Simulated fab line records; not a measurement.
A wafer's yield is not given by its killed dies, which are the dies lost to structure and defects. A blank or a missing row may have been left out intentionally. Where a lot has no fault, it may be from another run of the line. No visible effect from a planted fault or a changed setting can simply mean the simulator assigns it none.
fab line records	flow sfqLine
record lots=5	wafers=15	lastDay=87
route steps=325 shown M3@122 I3@133 M4@148 I4@163 M8@325
lots that met no fault: taken from a fault-free run of the same line
startH: hours from the record's first day to the start of the lot's first wafer shown	waitH: how many hours have passed since the lot's step before this one	" the same as in the row above	L1.1+2: several wafers, shown together as one row	- no value, or no start was given	* or withheld: withheld	< > ~ a bound
route shown NAME@n: NAME is a module with steps in the file, n the number in the route of the first one	usual: the fault-free wafers' mean and standard deviation	same: alike in all rows	chamber/n: place in a boat	sites: readings site by site	_std_site: standard deviation of those values	_edge_site: inner sites' mean taken away from outer sites' mean	radiusMm: for every site, how far away it sits from the centre of the wafer	mask NAME#n: copy n	behind: the most recent tool/chamber to have shaped the wafer	hold: why the lot was held/for how many hours/how that ended	device: the transistor (n, p or np) that didn't switch	end of line: the tests these same wafers got at the end of their route	step lacking rows: just its recipe	killed: the dies lost at the first sort to structure and to defects; this is not the yield of the wafer	map: per-die view of a wafer (x killed, . not killed, _ where there is no die)
set.NAME: the run value of the setting; set.NAME@STEP: its run value at that earlier step	model.NAME: the simulator's own value behind a step, which no gauge read
lots at selected steps of the route; one table per step, one row per wafer
services: the hour from which a tool's chamber was out of use, counted from the record's first day as startH (under 0 if before that day), plus the number of hours and why
## steps
# step SFQ_TRILAYER_M3_LITHO_COAT_080
# recipe resist=BARC	spinRpm=3000	resistThkNm=62
# step SFQ_TRILAYER_M3_LITHO_COAT_075
# recipe resist=KrF	spinRpm=3000	resistThkNm=600
# step SFQ_TRILAYER_M3_LITHO_SOFTBAKE_079
# recipe tempC=withheld	timeS=withheld	resist=KrF
# step SFQ_TRILAYER_M3_LITHO_EXPOSE_076
# recipe maskId=M3	na=0.6	sourceShape=conventional	sigmaOuter=0.65	targetCdNm=500	doseMj=14.4
# step SFQ_TRILAYER_M3_LITHO_PEB_078
# recipe pebTempC=115	pebTimeS=60	resist=KrF
# step SFQ_TRILAYER_M3_LITHO_DEVELOP_077
# recipe timeS=60	resist=KrF
# step SFQ_M3_OVL_MEAS_921
# usual M3_OVL=1/6
lot.wafer	tool	chamber	startH	waitH	M3_OVL[nm]
L712.2	overlay-02	-	916.61	0.1	-2
L712.4	"	-	"	"	-5
L712.6	"	-	"	"	-3
L713.1	overlay-01	-	919.00	0.1	0
L713.2	"	-	"	"	-7
L713.4	"	-	"	"	-3
L716.1	overlay-02	-	1080.53	0.1	6
L716.4	"	-	"	"	7
L716.6	"	-	"	"	8
L718.3	overlay-02	-	1097.34	0.1	7
L718.4	"	-	"	"	0
L718.5	"	-	"	"	6
L733.3	overlay-02	-	1258.24	0.1	-4
L733.5	"	-	"	"	-8
L733.6	"	-	"	"	-1
# step SFQ_TRILAYER_M3_BARC_OPEN_METAL_ETCH_100
# recipe maskMaterial=PR	chemistry=O2	targetDepthNm=125	target=BARC	icpW=600	biasW=80	pressureMtorr=10	timeS=41.7
# step SFQ_TRILAYER_M3_ETCH_METAL_ETCH_078
# recipe target=Nb	stopOn=SiO2	maskMaterial=PR	chemistry=Cl2/Ar	targetDepthNm=240	icpW=600	biasW=80	pressureMtorr=10	timeS=120
# step SFQ_TRILAYER_M3_STRIP_STRIP_079
# recipe gas=O2	powerW=200	platenTempC=40	overashFraction=0.65	chemistry=O2	pressureMtorr=50
# usual drypumpMotorCurrentA=5.89/0.24	oesProductAu=1.000/0.0094	platenTempC=40.00/0.12
lot.wafer	tool	chamber	startH	waitH	drypumpMotorCurrentA	oesProductAu	platenTempC	rfHoursCounterH
L712.2	rieMetal-03	0	916.82	0.1	6.35	0.984	40.05	48
L712.4	"	1	"	"	6.01	1.012	39.96	-
L712.6	"	1	"	"	6.01	1.003	39.89	-
L713.1	rieMetal-04	0	919.22	0.1	5.77	1.000	39.77	9
L713.2	"	1	"	"	5.93	1.006	40.19	1
L713.4	"	0	"	"	5.80	1.006	39.80	-
L716.1	rieMetal-04	1	1080.75	0.1	5.91	1.003	40.22	21
L716.4	"	1	"	"	5.93	0.994	40.00	-
L716.6	"	1	"	"	5.90	1.007	40.14	-
L718.3	rieMetal-03	0	1097.88	0.3	6.40	0.982	39.78	-
L718.4	"	1	"	"	6.02	1.017	40.03	-
L718.5	"	1	"	"	6.01	1.017	40.06	-
L733.3	rieMetal-04	0	1258.65	0.2	5.79	0.992	39.91	-
L733.5	"	0	"	"	5.77	0.982	40.02	-
L733.6	"	1	"	"	5.95	0.987	39.99	-
# step SFQ_TRILAYER_M3_STRIP_SOLV_CLEAN_080
# recipe chemistry=NMP	tempC=70	timeS=600
# step SFQ_TRILAYER_I3_DEP_PECVD_081
# recipe material=SiO2	tempC=150	timeS=111.11	pressureTorr=2.4	rfW=183.3	precursor=SiH4/N2O	targetThkNm=500
# usual heaterPowerW=77/12	throttleValvePct=24.6/1.4
lot.wafer	tool	chamber	startH	waitH	heaterPowerW	sinceWetCleanH	throttleValvePct
L712.2	pecvd-02	0	917.60	0.0	84	709	24.2
L712.4	"	1	"	"	54	-	26.2
L712.6	"	0	"	"	86	-	24.2
L713.1	pecvd-01	0	920.00	0.0	91	1465	26.1
L713.2	"	1	"	"	82	1465	25.3
L713.4	"	2	"	"	76	-	25.0
L716.1	pecvd-02	0	1081.70	0.0	74	873	24.5
L716.4	"	0	"	"	78	-	24.7
L716.6	"	2	"	"	87	-	24.1
L718.3	pecvd-02	1	1098.59	0.0	47	890	27.1
L718.4	"	0	"	"	86	-	24.8
L718.5	"	1	"	"	52	-	27.2
L733.3	pecvd-01	1	1259.22	0.0	81	312	22.6
L733.5	"	2	"	"	62	-	23.1
L733.6	"	0	"	"	93	-	23.7
# step SFQ_TRILAYER_I3_CMP_CMP_082
# recipe material=SiO2	downForcePsi=3	platenRpm=60	padVelocityMS=0.94248
# usual motorCurrentA=10.1/0.97	timeToEndpointS=219/7.9
lot.wafer	tool	chamber	startH	waitH	motorCurrentA	timeToEndpointS	model.SiO2_of_TRILAYER_I3_DEP_PECVD_081.thkNm
L712.4	cmp-02	1	918.17	0.5	10.5	221	199.6
L712.2	"	3	919.17	1.5	9.0	220	200.3
L712.6	"	0	"	"	9.5	222	201.6
L713.2	cmp-02	1	920.67	0.6	10.1	220	198.2
L713.1	"	2	"	"	10.7	220	198.8
L713.4	"	0	922.17	2.1	9.6	280	304.8
L716.1	cmp-02	1	1082.78	1.0	10.5	208	200.3
L716.4	"	2	"	"	10.4	213	200.7
L716.6	"	3	"	"	8.8	207	200.2
L718.3	cmp-02	3	1099.17	0.5	9.4	224	200.9
L718.4	"	0	"	"	8.6	226	203.1
L718.5	"	3	1101.17	2.5	9.0	224	201.8
L733.3	cmp-02	1	1297.62	38.4	10.4	217	200.5
L733.6	"	0	1299.12	39.8	9.2	219	201.3
L733.5	"	1	"	"	10.3	227	200.2
# step SFQ_I3_BOW_MEAS_922
# recipe mode=bow
# usual I3_BOW=4/8.2
lot.wafer	tool	chamber	startH	waitH	I3_BOW[um]
L712.2	filmMetro-04	-	920.69	1.0	6
L712.4	"	-	"	"	5
L712.6	"	-	"	"	18
L713.1	filmMetro-04	-	923.67	2.0	5
L713.2	"	-	"	"	10
L713.4	"	-	"	"	17
L716.1	filmMetro-02	-	1084.78	1.5	-2
L716.4	"	-	"	"	0
L716.6	"	-	"	"	-2
L718.3	filmMetro-04	-	1101.71	2.0	0
L718.4	"	-	"	"	19
L718.5	"	-	"	"	-4
L733.3	filmMetro-04	-	1300.16	2.0	-5
L733.5	"	-	"	"	4
L733.6	"	-	"	"	1
# step SFQ_TRILAYER_I3_METRO_MEASURE_083
# usual thkNm=200.4/1
lot.wafer	tool	chamber	startH	waitH	thkNm
L712.2	filmMetro-04	-	920.99	0.3	200.2
L712.4	"	-	"	"	199.7
L712.6	"	-	"	"	201.6
L713.1	filmMetro-04	-	923.79	0.1	198.9
L713.2	"	-	"	"	198.1
L713.4	"	-	"	"	305.0
L716.1	filmMetro-02	-	1084.90	0.1	200.4
L716.4	"	-	"	"	200.8
L716.6	"	-	"	"	200.4
L718.3	filmMetro-04	-	1102.19	0.5	201.0
L718.4	"	-	"	"	203.0
L718.5	"	-	"	"	201.7
L733.3	filmMetro-04	-	1300.64	0.5	200.4
L733.5	"	-	"	"	200.1
L733.6	"	-	"	"	201.2
# step SFQ_TRILAYER_I3_VIA_LITHO_COAT_090
# recipe resist=BARC	spinRpm=3000	resistThkNm=62
# step SFQ_TRILAYER_I3_VIA_LITHO_COAT_085
# recipe resist=KrF	spinRpm=3000	resistThkNm=650
# step SFQ_TRILAYER_I3_VIA_LITHO_SOFTBAKE_089
# recipe tempC=withheld	timeS=withheld	resist=KrF
# step SFQ_TRILAYER_I3_VIA_LITHO_EXPOSE_086
# recipe maskId=I3	na=0.6	sourceShape=conventional	sigmaOuter=0.65	targetCdNm=500	doseMj=21.3
# step SFQ_TRILAYER_I3_VIA_LITHO_PEB_088
# recipe pebTempC=115	pebTimeS=60	resist=KrF
# step SFQ_TRILAYER_I3_VIA_LITHO_DEVELOP_087
# recipe timeS=60	resist=KrF
# step SFQ_I3_OVL_MEAS_923
# usual I3_OVL=-1/4.8
lot.wafer	tool	chamber	startH	waitH	I3_OVL[nm]
L712.2	overlay-02	-	1069.64	0.1	1
L712.4	"	-	"	"	0
L712.6	"	-	"	"	-5
L713.1	overlay-01	-	1073.23	0.1	0
L713.2	"	-	"	"	-7
L713.4	"	-	"	"	-3
L716.1	overlay-01	-	1185.11	0.1	2
L716.4	"	-	"	"	-4
L716.6	"	-	"	"	1
L718.3	overlay-01	-	1191.12	0.1	1
L718.4	"	-	"	"	-2
L718.5	"	-	"	"	-11
L733.3	overlay-01	-	1401.64	0.1	-8
L733.5	"	-	"	"	-2
L733.6	"	-	"	"	-4
# step SFQ_TRILAYER_I3_VIA_BARC_OPEN_VIA_ETCH_121
# recipe maskMaterial=PR	chemistry=O2	targetDepthNm=125	target=BARC	sourceW=500	biasW=80	pressureMtorr=30	timeS=41.7
# step SFQ_TRILAYER_I3_VIA_ETCH_VIA_ETCH_088
# recipe target=SiO2	stopOn=Nb	maskMaterial=PR	taperDeg=20	chemistry=CHF3	targetDepthNm=260	sourceW=500	biasW=80	pressureMtorr=30	timeS=withheld
# usual drypumpMotorCurrentA=5.9/0.67	oesProductAu=0.855/0.0045
lot.wafer	tool	chamber	startH	waitH	drypumpMotorCurrentA	oesProductAu	model.etch.depthNm	model.I3.featureDepthNm
L712.2	rieDiel-04	1	1069.71	0.0	5.3	0.857	200.3	200.3
L712.4	"	0	"	"	5.3	0.847	199.6	199.6
L712.6	"	1	"	"	5.3	0.856	201.6	201.6
L713.1	rieDiel-01	0	1073.31	0.0	5.3	0.851	198.8	198.8
L713.2	"	2	"	"	6.7	0.854	198.2	198.2
L713.4	"	1	"	"	4.8	0.998	258.9	258.9
L716.1	rieDiel-04	2	1185.18	0.0	5.5	0.855	200.3	200.3
L716.4	"	0	"	"	5.3	0.854	200.7	200.7
L716.6	"	2	"	"	5.5	0.853	200.2	200.2
L718.3	rieDiel-04	3	1191.18	0.0	6.6	0.858	200.9	200.9
L718.4	"	1	"	"	5.3	0.867	203.1	203.1
L718.5	"	1	"	"	5.3	0.859	201.8	201.8
L733.3	rieDiel-01	0	1401.70	0.0	5.3	0.851	200.5	200.5
L733.5	"	1	"	"	4.8	0.851	200.2	200.2
L733.6	"	0	"	"	5.3	0.857	201.3	201.3
# step SFQ_TRILAYER_I3_VIA_STRIP_STRIP_089
# recipe gas=O2	powerW=200	platenTempC=40	overashFraction=0.65	chemistry=O2	pressureMtorr=50
# step SFQ_TRILAYER_I3_VIA_STRIP_SOLV_CLEAN_090
# recipe chemistry=NMP	tempC=70	timeS=600
# step SFQ_TRILAYER_M4_DEP_PRE_CLEAN_092
# recipe gas=Ar	timeS=22.5	biasV=250
lot.wafer	tool	chamber	startH	waitH	model.SiO2_of_TRILAYER_I3_DEP_PECVD_081.thkNm
L712.2	pvdSputter-05	-	1070.60	0.0	192.8
L712.4	"	-	"	"	192.1
L712.6	"	-	"	"	194.1
L713.1	pvdSputter-06	-	1074.20	0.0	191.3
L713.2	"	-	"	"	190.7
L713.4	"	-	"	"	297.3
L716.1	pvdSputter-05	-	1186.07	0.0	192.8
L716.4	"	-	"	"	193.2
L716.6	"	-	"	"	192.7
L718.3	pvdSputter-06	-	1192.07	0.0	193.4
L718.4	"	-	"	"	195.6
L718.5	"	-	"	"	194.3
L733.3	pvdSputter-06	-	1402.61	0.0	193
L733.5	"	-	"	"	192.7
L733.6	"	-	"	"	193.8
# step SFQ_TRILAYER_M4_DEP_SPUTTER_091
# recipe material=Nb	basePressurePa=1.33e-06	chamberPressurePa=0.1333	substrateTempC=20	resputterCathodeVoltageV=400	targetThkNm=200	powerW=2000	timeS=133.3
# step SFQ_M4_RS_MEAS_924
# recipe thkMeasGauge=four-point-probe	reads=Nb_of_TRILAYER_M4_DEP_SPUTTER_091
# usual M4_NB_RS=0.893/0.0084
lot.wafer	tool	chamber	startH	waitH	M4_NB_RS[ohm/sq]
L712.2	filmMetro-01	-	1070.74	0.1	0.886
L712.4	"	-	"	"	0.881
L712.6	"	-	"	"	0.884
L713.1	filmMetro-01	-	1074.32	0.0	0.895
L713.2	"	-	"	"	0.902
L713.4	"	-	"	"	0.897
L716.1	filmMetro-03	-	1186.19	0.0	0.898
L716.4	"	-	"	"	0.892
L716.6	"	-	"	"	0.894
L718.3	filmMetro-01	-	1192.23	0.1	0.894
L718.4	"	-	"	"	0.893
L718.5	"	-	"	"	0.888
L733.3	filmMetro-03	-	1402.77	0.1	0.887
L733.5	"	-	"	"	0.880
L733.6	"	-	"	"	0.883
# step SFQ_TRILAYER_M4_LITHO_COAT_098
# recipe resist=BARC	spinRpm=3000	resistThkNm=62
# step SFQ_TRILAYER_M4_LITHO_COAT_093
# recipe resist=KrF	spinRpm=3000	resistThkNm=600
# step SFQ_TRILAYER_M4_LITHO_SOFTBAKE_097
# recipe tempC=withheld	timeS=withheld	resist=KrF
# step SFQ_TRILAYER_M4_LITHO_EXPOSE_094
# recipe maskId=M4	na=0.6	sourceShape=conventional	sigmaOuter=0.65	targetCdNm=500	doseMj=14.4
# step SFQ_TRILAYER_M4_LITHO_PEB_096
# recipe pebTempC=115	pebTimeS=60	resist=KrF
# step SFQ_TRILAYER_M4_LITHO_DEVELOP_095
# recipe timeS=60	resist=KrF
# step SFQ_M4_OVL_MEAS_926
# usual M4_OVL=-3/5.3
lot.wafer	tool	chamber	startH	waitH	M4_OVL[nm]
L712.2	overlay-02	-	1161.84	0.1	-5
L712.4	"	-	"	"	-4
L712.6	"	-	"	"	-3
L713.1	overlay-02	-	1165.43	0.1	-3
L713.2	"	-	"	"	-1
L713.4	"	-	"	"	-2
L716.1	overlay-01	-	1258.57	0.1	-6
L716.4	"	-	"	"	-7
L716.6	"	-	"	"	-7
L718.3	overlay-01	-	1265.78	0.1	9
L718.4	"	-	"	"	-4
L718.5	"	-	"	"	4
L733.3	overlay-02	-	1408.60	0.1	1
L733.5	"	-	"	"	-7
L733.6	"	-	"	"	0
# step SFQ_TRILAYER_M4_BARC_OPEN_METAL_ETCH_123
# recipe maskMaterial=PR	chemistry=O2	targetDepthNm=125	target=BARC	icpW=600	biasW=80	pressureMtorr=10	timeS=41.7
# step SFQ_TRILAYER_M4_ETCH_METAL_ETCH_096
# recipe target=Nb	stopOn=SiO2	maskMaterial=PR	chemistry=Cl2/Ar	targetDepthNm=240	icpW=600	biasW=80	pressureMtorr=10	timeS=120
# usual drypumpMotorCurrentA=5.67/0.17	oesProductAu=0.892/0.007
lot.wafer	tool	chamber	startH	waitH	drypumpMotorCurrentA	oesProductAu	rfHoursCounterH
L712.2	rieMetal-04	1	1161.93	0.0	5.95	0.899	33
L712.4	"	1	"	"	5.95	0.893	-
L712.6	"	1	"	"	5.96	0.893	-
L713.1	rieMetal-01	1	1165.53	0.0	5.60	0.888	40
L713.2	"	0	"	"	5.57	0.883	96
L713.4	"	0	"	"	5.57	0.899	-
L716.1	rieMetal-02	1	1258.66	0.0	5.39	0.892	114
L716.4	"	0	"	"	5.70	0.888	-
L716.6	"	1	"	"	5.39	0.888	-
L718.3	rieMetal-04	0	1265.91	0.1	5.80	0.895	-
L718.4	"	1	"	"	5.93	0.895	-
L718.5	"	0	"	"	5.80	0.889	-
L733.3	rieMetal-04	0	1408.73	0.1	5.79	0.893	-
L733.5	"	0	"	"	5.81	0.896	-
L733.6	"	1	"	"	5.94	0.896	-
# step SFQ_TRILAYER_M4_STRIP_STRIP_097
# recipe gas=O2	powerW=200	platenTempC=40	overashFraction=0.65	chemistry=O2	pressureMtorr=50
# usual drypumpMotorCurrentA=5.67/0.17	oesProductAu=1.001/0.007	platenTempC=39.98/0.11
lot.wafer	tool	chamber	startH	waitH	drypumpMotorCurrentA	oesProductAu	platenTempC	rfHoursCounterH
L712.2	rieMetal-04	1	1162.05	0.1	5.93	1.003	39.99	33
L712.4	"	1	"	"	5.90	0.996	39.92	-
L712.6	"	1	"	"	5.94	0.996	39.80	-
L713.1	rieMetal-01	1	1165.65	0.1	5.61	1.003	40.09	40
L713.2	"	0	"	"	5.58	1.012	40.07	96
L713.4	"	0	"	"	5.57	1.007	40.02	-
L716.1	rieMetal-02	1	1258.79	0.1	5.38	1.003	40.16	114
L716.4	"	0	"	"	5.71	0.999	40.08	-
L716.6	"	1	"	"	5.40	0.989	39.93	-
L718.3	rieMetal-04	0	1266.19	0.2	5.78	0.992	39.87	-
L718.4	"	1	"	"	5.94	1.001	39.76	-
L718.5	"	0	"	"	5.77	0.994	39.95	-
L733.3	rieMetal-04	0	1409.01	0.2	5.78	0.991	40.09	-
L733.5	"	0	"	"	5.77	0.990	39.94	-
L733.6	"	1	"	"	5.91	0.997	39.88	-
# step SFQ_TRILAYER_M4_STRIP_SOLV_CLEAN_098
# recipe chemistry=NMP	tempC=70	timeS=600
# step SFQ_TRILAYER_I4_DEP_PECVD_099
# recipe material=SiO2	tempC=150	timeS=111.11	pressureTorr=2.4	rfW=183.3	precursor=SiH4/N2O	targetThkNm=500
# usual heaterPowerW=81/13	throttleValvePct=24.5/1.4
lot.wafer	tool	chamber	startH	waitH	heaterPowerW	sinceWetCleanH	throttleValvePct
L712.2	pecvd-02	1	1163.00	0.0	55	955	27.0
L712.4	"	0	"	"	77	-	24.7
L712.6	"	2	"	"	72	-	24.0
L713.1	pecvd-04	0	1166.43	0.0	85	1328	25.6
L713.2	"	1	"	"	106	1328	25.3
L713.4	"	0	"	"	70	-	26.0
L716.1	pecvd-04	0	1259.56	0.0	75	1421	26.2
L716.4	"	2	"	"	72	-	25.3
L716.6	"	1	"	"	98	-	25.4
L718.3	pecvd-04	1	1266.76	0.0	107	1428	25.2
L718.4	"	0	"	"	78	-	25.7
L718.5	"	1	"	"	111	-	25.4
L733.3	pecvd-04	1	1409.59	0.0	108	79	23.3
L733.5	"	0	"	"	82	-	23.0
L733.6	"	2	"	"	87	-	24.0
# step SFQ_M8_BOW_MEAS_951
# recipe mode=bow
# usual M8_BOW=9/7.9
lot.wafer	tool	chamber	startH	waitH	M8_BOW[um]	model.etest.i3.linkOhm
L712.2	filmMetro-02	-	1994.10	0.0	6	1.971
L712.4	"	-	"	"	5	1.966
L712.6	"	-	"	"	18	1.967
L713.1	filmMetro-02	-	2006.24	0.0	4	1.983
L713.2	"	-	"	"	9	1.973
L713.4	"	-	"	"	17	1e+06
L716.1	filmMetro-02	-	2017.72	0.0	-1	1.99
L716.4	"	-	"	"	0	1.988
L716.6	"	-	"	"	0	1.99
L718.3	filmMetro-04	-	2020.16	0.0	10	1.975
L718.4	"	-	"	"	30	1.982
L718.5	"	-	"	"	6	1.972
L733.3	filmMetro-02	-	2095.16	0.0	1	1.96
L733.5	"	-	"	"	11	1.946
L733.6	"	-	"	"	8	1.958
## services
tool	chamber	startH	hours	kind
filmMetro-04	-	905.82	1.4	pm
filmMetro-04	-	907.82	0.5	pm
cmp-02	-	908.17	0.7	repair
rieMetal-04	-	915.31	2.8	pm
pecvd-02	-	921.21	4.3	pm
pecvd-04	-	927.39	2.8	pm
cmp-02	-	1021.76	1.0	repair
cmp-02	-	1030.81	1.3	repair
cmp-02	-	1057.21	5.3	repair
rieMetal-04	1	1059.76	7.1	repair
rieMetal-04	-	1082.37	1.4	repair
cmp-02	-	1089.42	4.0	pm
cmp-02	-	1118.78	0.8	repair
cmp-02	-	1151.04	1.0	repair
cmp-02	-	1173.04	5.4	pm
cmp-02	-	1223.54	28.7	repair
rieMetal-04	1	1246.41	6.7	repair
cmp-02	-	1255.28	5.0	pm
cmp-02	-	1273.92	2.2	repair
cmp-02	-	1330.21	1.0	repair
cmp-02	-	1369.30	1.6	repair
cmp-02	-	1379.82	0.5	repair
cmp-02	-	1385.51	0.5	repair
rieMetal-04	-	1391.62	0.8	repair
## key
firstSign step=SFQ_TRILAYER_I3_CMP_CMP_082	reading=timeToEndpointS	direction=up	sigmas=7.8	usual=*	struck=*
effect step=SFQ_TRILAYER_I3_METRO_MEASURE_083	reading=thkNm	direction=up	sigmas=99+	usual=200.4	struck=305.0
effect step=SFQ_TRILAYER_I3_VIA_ETCH_VIA_ETCH_088	reading=oesProductAu	direction=up	sigmas=32	usual=0.855	struck=0.998
modelEffect step=SFQ_TRILAYER_I3_CMP_CMP_082	value=SiO2_of_TRILAYER_I3_DEP_PECVD_081.thkNm	without=199.4	struck=304.8
modelEffect step=SFQ_TRILAYER_I3_VIA_ETCH_VIA_ETCH_088	value=etch.depthNm	without=199.4	struck=258.9
modelEffect step=SFQ_TRILAYER_M4_DEP_PRE_CLEAN_092	value=SiO2_of_TRILAYER_I3_DEP_PECVD_081.thkNm	without=191.9	struck=297.3
modelEffect step=SFQ_M8_BOW_MEAS_951	value=etest.i3.linkOhm	without=1.981	struck=1e+06
metAt SFQ_TRILAYER_I3_CMP_CMP_082
struckWafers L713.4
fault kind=processParameterDrift	tool=cmp-02	chamber=-	onsetH=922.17	steps=SFQ_TRILAYER_I3_CMP_CMP_082	channel=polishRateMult	offset=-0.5	shape=step	endH=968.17	scope=struckWafersOnly
